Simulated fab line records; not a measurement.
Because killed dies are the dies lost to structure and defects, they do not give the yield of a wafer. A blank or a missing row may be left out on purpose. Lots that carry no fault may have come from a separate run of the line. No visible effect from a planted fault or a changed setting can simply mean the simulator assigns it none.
Problem report in the 8D (eight disciplines) form, filled by code ; flow sky130 ; the parts of the form that need people (team, actions taken, sign-off) are left out

1. WHAT WENT WRONG
Wafers without a fault read 15, standard deviation 4.8; killed-at-front-end at SKY_PAD_OPEN_PROBE_99 reads a mean of 58 on 6 wafers belonging to 2 lots. Relative to the usual mean, that is a shift of +8.9 standard deviations.
Earliest sighting: wafer L281.1 on prober-02 at day 47 13:42. Wafers with a number at this step in the record: 42, from 14 lots. By rule, "out" or "out of limits" means more than 4 standard deviations away from the usual mean. Any other wafer with a number is counted as sound.

2. WHAT IT IS, WHAT IT ISN'T
question;is;is not
which readings at this step;killed-at-front-end;killed_at_M0_to_M3, killed-at-other, killed-open, killed-short
which lots;L281, L282;L276, L277, L279, L280, L292, L293, L294, L295, L296, L297, L298, L299
which wafers of those lots;all that have a number;-
read on which tools;prober-01, prober-02;-
when;from day 47 13:42;"up to then (12 sound wafers); but 24 sound wafers of L292, L293, L294, L295, L296, L297, L298, L299 came after"

3. WHAT RULES OUT EACH SUSPECT
Counting: a tool at any process step up to the reading remains a suspect when it ran all the lots that are out and ran no sound lot after the first of those.
- lpcvd-03 at SKY_SONOS_ONO_CVD_04 (deposits SiO2 from SiH4/N2O, target thk 5.7199 nm): ruled out as a lasting fault. Following L281 (day 13 13:14), the first lot on it that is out, the sound lots L292, L293, L294, L295, L296, L297, L298, L299 were run on it.
- pvd-sputter-01 at SKY_METAL4_SPUTTER_00 (material Ti, target thk 15 nm, time 10 s): ruled out as a lasting fault. Following L281 (day 41 20:09), the first lot on it that is out, the sound lots L297, L299 were run on it.
Left after counting: nothing in the record.

4. THE CAUSE (what the simulator had put in)
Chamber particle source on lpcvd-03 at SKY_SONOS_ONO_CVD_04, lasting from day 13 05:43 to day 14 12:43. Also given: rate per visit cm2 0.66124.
The count ruled it out by mistake, since the rule takes a fault to strike every lot its tool runs from the start of the fault on, and this one did not do so.

5. THE CHAIN OF EFFECTS, in route order
Each row: a reading whose mean over the struck wafers that have a number lies more than 3 standard deviations from the usual. Only readings whose record carries a usual standard deviation are examined. hours: median over the lots of the time between each lot's start at the first step of this table that gives one and its start at this step. sigmas: the change, counted in usual standard deviations.
hours;step;reading;usual;on struck wafers;change;sigmas
0;SKY_PAD_OPEN_PROBE_99;killed-at-front-end;15;58;+42;+8.9
0;SKY_PAD_OPEN_PROBE_99;killed-dies;86;127;+41;+4.1
The process steps in it:
- SKY_PAD_OPEN_PROBE_99

6. HOW IT WOULD HAVE BEEN CAUGHT EARLIER
824 hours passed between the start of the fault at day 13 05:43 and the first reading out of limits in this record, taken at day 47 13:42.
No tool reading at SKY_SONOS_ONO_CVD_04 that has a usual standard deviation in the record was out on any struck wafer, so an alarm limit of 4 standard deviations on those readings would not have fired.
